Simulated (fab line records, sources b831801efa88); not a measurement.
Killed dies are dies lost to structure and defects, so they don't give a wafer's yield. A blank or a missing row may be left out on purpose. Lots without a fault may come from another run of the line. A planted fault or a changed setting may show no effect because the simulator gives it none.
fab line records | flow sfq_line
record lots=6 wafers=18 last_day=91
route steps=325 shown M3@129 I3@133
lots that met no fault: from a run of the same line without faults
start_h: hours from the record's first day to the start of the lot's first wafer shown | wait_h: hours since the lot's step before | " the same as in the row above | L1.1+2: a row that stands for several wafers | - no value, or no start given | * or withheld: withheld | < > ~ a bound
route shown NAME@n: a module of which the file shows steps, and the number in the route of the first | usual: mean/standard deviation of fault-free wafers | same: alike in all rows | chamber/n: place in a boat | sites: the reading at each site | _std_site: their standard deviation | _edge_site: outer sites' mean less inner sites' | radius_mm: how far each site lies from the wafer's centre | mask NAME#n: copy n | behind: the tool/chamber that last shaped the wafer | hold: why the lot was held/for how many hours/how that ended | device: the transistor (n, p or np) that didn't switch | end of line: the same wafers' tests at the end of the route | a step without rows: its recipe alone | killed: dies lost to structure and defects at the first sort, not the wafer's yield | map: a wafer's dies, x killed, . not, _ none there
set.NAME: the setting as run; set.NAME@STEP: as run at that earlier step | model.NAME: the simulator's own value behind a step, which no gauge read
lots at some steps of the route; a table a step, a row a wafer
services: from which hour (start_h, from the record's first day; less than 0 if before it) a tool's chamber was out of use, for how many hours, and why
## steps
# step SFQ_TRILAYER_M3_BARC_OPEN_METAL_ETCH_100
# recipe mask_material=PR chemistry=O2 target_depth_nm=125 target=BARC icp_w=600 bias_w=80 pressure_mtorr=10 time_s=41.7
# usual drypump_motor_current_A=5.3/0.46 oes_product_au=0.684/0.0042
# columns lot.wafer tool chamber start_h wait_h drypump_motor_current_A oes_product_au rf_hours_counter_h
L186.1 rie_metal-04 0 914.16 0.0 5.4 0.690 89
L186.3 " 0 " " 5.4 0.686 -
L186.6 " 0 " " 5.4 0.694 -
L190.3 rie_metal-02 1 984.09 0.0 4.8 0.688 -
L190.4 " 0 " " 5.7 0.677 -
L190.5 " 1 " " 4.8 0.682 -
L191.3 rie_metal-03 1 985.29 0.0 6.2 0.683 -
L191.4 " 0 " " 5.0 0.681 -
L191.6 " 0 " " 5.0 0.681 -
L195.1 rie_metal-02 1 1010.71 0.0 4.8 0.686 44
L195.2 " 0 " " 5.7 0.682 102
L195.6 " 1 " " 4.8 0.683 -
L199.1 rie_metal-04 1 1020.33 0.0 4.9 0.691 11
L199.2 " 0 " " 5.4 0.685 108
L199.4 " 0 " " 5.4 0.687 -
L201.3 rie_metal-02 0 1031.38 0.0 5.7 0.688 -
L201.4 " 1 " " 4.8 0.685 -
L201.6 " 0 " " 5.7 0.686 -
# step SFQ_TRILAYER_M3_ETCH_METAL_ETCH_078
# recipe target=Nb stop_on=SiO2 mask_material=PR chemistry=Cl2/Ar target_depth_nm=240 icp_w=600 bias_w=80 pressure_mtorr=10 time_s=120
# usual drypump_motor_current_A=5.4/0.47 oes_product_au=0.895/0.008
# columns lot.wafer tool chamber start_h wait_h drypump_motor_current_A oes_product_au rf_hours_counter_h
L186.1 rie_metal-04 0 914.28 0.1 5.4 0.908 89
L186.3 " 0 " " 5.4 0.898 -
L186.6 " 0 " " 5.4 0.904 -
L190.3 rie_metal-02 1 984.17 0.1 4.8 0.910 -
L190.4 " 0 " " 5.7 0.908 -
L190.5 " 1 " " 4.8 0.905 -
L191.3 rie_metal-03 1 985.37 0.1 6.2 0.898 -
L191.4 " 0 " " 5.0 0.895 -
L191.6 " 0 " " 5.0 0.899 -
L195.1 rie_metal-02 1 1010.77 0.0 4.8 0.896 44
L195.2 " 0 " " 5.7 0.875 102
L195.6 " 1 " " 4.8 0.890 -
L199.1 rie_metal-04 1 1020.38 0.0 4.9 0.896 11
L199.2 " 0 " " 5.4 0.887 108
L199.4 " 0 " " 5.4 0.890 -
L201.3 rie_metal-02 0 1031.46 0.1 5.7 0.911 -
L201.4 " 1 " " 4.9 0.894 -
L201.6 " 0 " " 5.7 0.895 -
# step SFQ_TRILAYER_M3_STRIP_STRIP_079
# recipe gas=O2 power_w=200 platen_temp_c=40 overash_fraction=0.65 chemistry=O2 pressure_mtorr=50
# usual drypump_motor_current_A=5.4/0.46 oes_product_au=0.995/0.0091
# columns lot.wafer tool chamber start_h wait_h drypump_motor_current_A oes_product_au rf_hours_counter_h
L186.1 rie_metal-04 0 914.53 0.2 5.4 1.010 89
L186.3 " 0 " " 5.4 0.999 -
L186.6 " 0 " " 5.4 1.004 -
L190.3 rie_metal-02 1 984.46 0.2 4.8 0.994 -
L190.4 " 0 " " 5.7 0.991 -
L190.5 " 1 " " 4.8 0.988 -
L191.3 rie_metal-03 1 985.66 0.2 6.2 1.000 -
L191.4 " 0 " " 5.0 0.986 -
L191.6 " 0 " " 5.0 0.992 -
L195.1 rie_metal-02 1 1010.89 0.1 4.8 0.992 44
L195.2 " 0 " " 5.7 0.981 102
L195.6 " 1 " " 4.9 0.983 -
L199.1 rie_metal-04 1 1020.51 0.1 4.9 1.012 11
L199.2 " 0 " " 5.4 1.020 108
L199.4 " 0 " " 5.4 1.006 -
L201.3 rie_metal-02 0 1031.74 0.2 5.7 0.981 -
L201.4 " 1 " " 4.9 0.992 -
L201.6 " 0 " " 5.7 0.990 -
# step SFQ_TRILAYER_M3_STRIP_SOLV_CLEAN_080
# recipe chemistry=NMP temp_c=70 time_s=600
# step SFQ_TRILAYER_I3_DEP_PECVD_081
# recipe material=SiO2 temp_c=150 time_s=108.9 pressure_torr=2.4 rf_w=183.3 precursor=SiH4/N2O target_thk_nm=500
# step SFQ_TRILAYER_I3_CMP_CMP_082
# recipe material=SiO2 down_force_psi=3 platen_rpm=60 pad_velocity_m_s=0.94248
# usual motor_current_A=10.4/1.2 time_to_endpoint_s=206/8.3
# columns lot.wafer tool chamber start_h wait_h motor_current_A time_to_endpoint_s
L186.1 cmp-01 0 931.09 15.1 11.8 210
L186.3 " 2 932.09 16.1 11.2 212
L186.6 " 1 933.59 17.6 9.7 220
L190.3 cmp-01 3 985.11 0.0 11.5 215
L190.4 " 2 986.61 1.5 11.0 206
L190.5 " 3 " " 11.1 219
L191.3 cmp-02 1 987.15 0.8 9.7 200
L191.4 " 2 " " 8.6 204
L191.6 " 2 989.65 3.3 7.6 205
L195.1 cmp-01 2 1012.25 0.5 10.5 199
L195.2 " 0 1013.25 1.5 11.7 197
L195.6 " 2 1014.25 2.5 11.1 204
L199.2 cmp-01 3 1023.16 1.8 11.9 213
L199.1 " 0 " " 11.4 193
L199.4 " 2 1024.66 3.3 11.3 207
L201.3 cmp-01 0 1033.67 1.3 11.8 200
L201.4 " 2 1034.67 2.3 11.1 213
L201.6 " 3 " " 11.3 217
# step SFQ_I3_BOW_MEAS_922
# recipe mode=bow
# usual I3_BOW=2/9.7
# columns lot.wafer tool chamber start_h wait_h I3_BOW[um]
L186.1 film_metro-04 - 934.09 2.5 -2
L186.3 " - " " 11
L186.6 " - " " 7
L190.3 film_metro-01 - 988.15 2.5 -3
L190.4 " - " " -8
L190.5 " - " " -4
L191.3 film_metro-03 - 990.19 2.5 -5
L191.4 " - " " -4
L191.6 " - " " -1
L195.1 film_metro-04 - 1014.75 2.0 6
L195.2 " - " " -1
L195.6 " - " " 7
L199.1 film_metro-04 - 1026.16 2.0 16
L199.2 " - " " 13
L199.4 " - " " 2
L201.3 film_metro-03 - 1036.21 2.0 7
L201.4 " - " " 3
L201.6 " - " " 3
# step SFQ_TRILAYER_I3_METRO_MEASURE_083
# step SFQ_TRILAYER_I3_VIA_LITHO_COAT_090
# recipe resist=BARC spin_rpm=3000 resist_thk_nm=62
# step SFQ_TRILAYER_I3_VIA_LITHO_COAT_085
# recipe resist=KrF spin_rpm=3000 resist_thk_nm=650
# step SFQ_TRILAYER_I3_VIA_LITHO_SOFTBAKE_089
# recipe temp_c=withheld time_s=withheld resist=KrF
# step SFQ_TRILAYER_I3_VIA_LITHO_EXPOSE_086
# recipe mask_id=I3 na=0.6 source_shape=conventional sigma_outer=0.65 target_cd_nm=500 dose_mj=21.3
# step SFQ_TRILAYER_I3_VIA_LITHO_PEB_088
# recipe peb_temp_c=115 peb_time_s=60 resist=KrF
# usual heater_power_total_W=79.15/0.07 plate_temp_C=115.00/0.14
# columns lot.wafer tool chamber start_h wait_h heater_power_total_W plate_temp_C
L186.1 litho_track-02 0 1059.91 1.0 79.09 114.93
L186.3 " 0 " " 79.19 114.76
L186.6 " 0 " " 79.23 114.76
L190.3 litho_track-04 0 1127.16 0.7 81.25 117.20
L190.4 " 0 " " 81.16 117.22
L190.5 " 0 " " 81.07 117.27
L191.3 litho_track-04 0 1128.36 0.7 81.14 117.31
L191.4 " 0 " " 81.15 117.27
L191.6 " 0 " " 81.08 117.33
L195.1 litho_track-02 0 1158.22 1.0 79.19 115.12
L195.2 " 0 " " 79.28 115.14
L195.6 " 0 " " 79.14 115.17
L199.1 litho_track-02 0 1170.22 1.0 79.13 115.08
L199.2 " 0 " " 79.17 114.98
L199.4 " 0 " " 79.07 115.11
L201.3 litho_track-01 0 1179.87 0.7 79.02 115.04
L201.4 " 0 " " 79.23 114.88
L201.6 " 0 " " 79.10 114.97
# step SFQ_TRILAYER_I3_VIA_LITHO_DEVELOP_087
# recipe time_s=60 resist=KrF
# step SFQ_I3_OVL_MEAS_923
# usual I3_OVL=1/3.6
# columns lot.wafer tool chamber start_h wait_h I3_OVL[nm]
L186.1 overlay-02 - 1060.21 0.1 -6
L186.3 " - " " -4
L186.6 " - " " 2
L190.3 overlay-01 - 1127.42 0.1 0
L190.4 " - " " 0
L190.5 " - " " 4
L191.3 overlay-01 - 1128.62 0.1 -7
L191.4 " - " " -5
L191.6 " - " " -3
L195.1 overlay-02 - 1158.52 0.1 4
L195.2 " - " " 3
L195.6 " - " " 2
L199.1 overlay-02 - 1170.52 0.1 -2
L199.2 " - " " -2
L199.4 " - " " -2
L201.3 overlay-01 - 1180.14 0.1 2
L201.4 " - " " 0
L201.6 " - " " 2
# step SFQ_TRILAYER_I3_VIA_BARC_OPEN_VIA_ETCH_121
# recipe mask_material=PR chemistry=O2 target_depth_nm=125 target=BARC source_w=500 bias_w=80 pressure_mtorr=30 time_s=41.7
# usual drypump_motor_current_A=5.9/0.43 oes_product_au=0.685/0.0041
# columns lot.wafer tool chamber start_h wait_h drypump_motor_current_A oes_product_au rf_hours_counter_h model.I3.cd_nm
L186.1 rie_diel-04 1 1060.25 0.0 6.0 0.689 2 499.8
L186.3 " 0 " " 6.0 0.686 11 500.2
L186.6 " 1 " " 6.0 0.687 - 500.2
L190.3 rie_diel-04 2 1127.45 0.0 6.0 0.679 9 535.3
L190.4 " 3 " " 5.3 0.681 13 537.8
L190.5 " 2 " " 6.0 0.681 - 536.6
L191.3 rie_diel-02 2 1128.65 0.0 6.5 0.684 10 533.9
L191.4 " 3 " " 6.1 0.684 12 533.3
L191.6 " 2 " " 6.6 0.682 - 533.6
L195.1 rie_diel-04 2 1158.56 0.0 6.0 0.684 10 500.2
L195.2 " 0 " " 6.0 0.684 12 501.6
L195.6 " 1 " " 6.0 0.689 - 501.8
L199.1 rie_diel-03 1 1170.56 0.0 6.0 0.683 6 499.9
L199.2 " 2 " " 5.4 0.683 2 498.4
L199.4 " 0 " " 6.4 0.688 8 500.2
L201.3 rie_diel-03 1 1180.16 0.0 6.0 0.687 6 500.2
L201.4 " 3 " " 5.8 0.687 16 501.7
L201.6 " 1 " " 6.0 0.690 - 500.8
# step SFQ_TRILAYER_I3_VIA_ETCH_VIA_ETCH_088
# recipe target=SiO2 stop_on=Nb mask_material=PR taper_deg=20 chemistry=CHF3 target_depth_nm=260 source_w=500 bias_w=80 pressure_mtorr=30 time_s=withheld
# usual drypump_motor_current_A=5.9/0.42 oes_product_au=0.854/0.0052
# columns lot.wafer tool chamber start_h wait_h drypump_motor_current_A oes_product_au model.I3.cd_nm
L186.1 rie_diel-04 1 1060.29 0.0 6.0 0.851 499.5
L186.3 " 0 " " 6.0 0.855 501.2
L186.6 " 1 " " 5.9 0.849 500.1
L190.3 rie_diel-04 2 1127.49 0.0 6.0 0.851 536
L190.4 " 3 " " 5.3 0.846 537.2
L190.5 " 2 " " 6.0 0.856 536.8
L191.3 rie_diel-02 2 1128.69 0.0 6.5 0.852 531.4
L191.4 " 3 " " 6.0 0.855 535
L191.6 " 2 " " 6.5 0.845 531
L195.1 rie_diel-04 2 1158.60 0.0 6.0 0.850 500.6
L195.2 " 0 " " 6.0 0.847 503.9
L195.6 " 1 " " 6.0 0.850 503.1
L199.1 rie_diel-03 1 1170.60 0.0 6.0 0.848 499.7
L199.2 " 2 " " 5.4 0.846 498.8
L199.4 " 0 " " 6.4 0.846 497.3
L201.3 rie_diel-03 1 1180.20 0.0 6.0 0.850 500.6
L201.4 " 3 " " 5.7 0.853 502.9
L201.6 " 1 " " 6.0 0.853 502.4
# step SFQ_TRILAYER_I3_VIA_STRIP_STRIP_089
# recipe gas=O2 power_w=200 platen_temp_c=40 overash_fraction=0.65 chemistry=O2 pressure_mtorr=50
# usual drypump_motor_current_A=5.5/0.52 oes_product_au=0.997/0.0095
# columns lot.wafer tool chamber start_h wait_h drypump_motor_current_A oes_product_au rf_hours_counter_h
L186.1 rie_metal-04 1 1060.40 - 5.0 1.010 16
L186.3 " 1 " " 4.9 1.010 -
L186.6 " 0 " " 5.4 1.007 -
L190.3 rie_metal-01 0 1127.80 - 6.0 0.994 -
L190.4 " 1 " " 5.8 0.986 -
L190.5 " 1 " " 5.8 0.976 -
L191.3 rie_metal-04 0 1129.00 - 5.4 1.007 -
L191.4 " 1 " " 4.9 0.995 -
L191.6 " 0 " " 5.4 1.003 -
L195.1 rie_metal-03 1 1158.71 - 6.2 1.001 34
L195.2 " 0 " " 5.0 0.975 74
L195.6 " 1 " " 6.2 1.006 -
L199.1 rie_metal-04 0 1170.71 - 5.4 0.997 127
L199.2 " 1 " " 4.9 0.987 30
L199.4 " 1 " " 4.9 0.994 -
L201.3 rie_metal-03 0 1180.51 - 5.0 0.981 -
L201.4 " 1 " " 6.2 0.997 -
L201.6 " 1 " " 6.2 1.007 -
## services
# columns tool chamber start_h hours kind
rie_diel-03 2 899.22 9.4 repair
rie_diel-04 1 899.34 6.5 repair
cmp-01 - 918.09 4.0 pm
rie_metal-04 1 924.16 25.1 repair
rie_diel-04 0 935.80 5.2 repair
rie_metal-02 0 938.66 11.7 repair
rie_metal-03 1 948.62 3.9 repair
rie_diel-04 0 967.74 4.8 repair
cmp-01 - 970.29 1.6 repair
cmp-01 - 972.17 0.3 repair
rie_diel-03 3 979.21 3.6 repair
rie_diel-03 3 983.06 5.0 repair
rie_diel-03 - 995.54 0.1 repair
rie_metal-03 - 1017.68 2.8 pm
cmp-01 - 1056.40 0.2 repair
rie_metal-02 - 1063.43 2.8 pm
rie_metal-04 - 1065.59 0.6 repair
cmp-01 - 1068.35 0.2 repair
cmp-01 - 1099.45 2.5 repair
rie_diel-04 0 1105.42 16.4 repair
cmp-01 - 1140.00 0.2 repair
rie_metal-04 0 1145.30 4.5 repair
cmp-01 - 1149.99 1.8 repair
rie_metal-02 0 1177.78 2.8 repair
## key
first_sign step=SFQ_TRILAYER_I3_VIA_LITHO_PEB_088 reading=heater_power_total_W direction=up sigmas=28 usual=79.15 struck=81.14
effect step=SFQ_TRILAYER_I3_VIA_LITHO_PEB_088 reading=plate_temp_C direction=up sigmas=16 usual=* struck=*
model_effect step=SFQ_TRILAYER_I3_VIA_BARC_OPEN_VIA_ETCH_121 value=I3.cd_nm without=498.2 struck=535.1
model_effect step=SFQ_TRILAYER_I3_VIA_ETCH_VIA_ETCH_088 value=I3.cd_nm without=497.7 struck=534.6
met_at SFQ_TRILAYER_I3_VIA_LITHO_PEB_088
struck_wafers L190.3,L190.4,L190.5,L191.3,L191.4,L191.6
fault kind=process_parameter_drift tool=litho_track-04 chamber=- onset_h=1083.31 steps=SFQ_TRILAYER_I3_VIA_LITHO_PEB_088 channel=peb_temp_c offset=* shape=step end_h=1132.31 acts_in=* stated=*
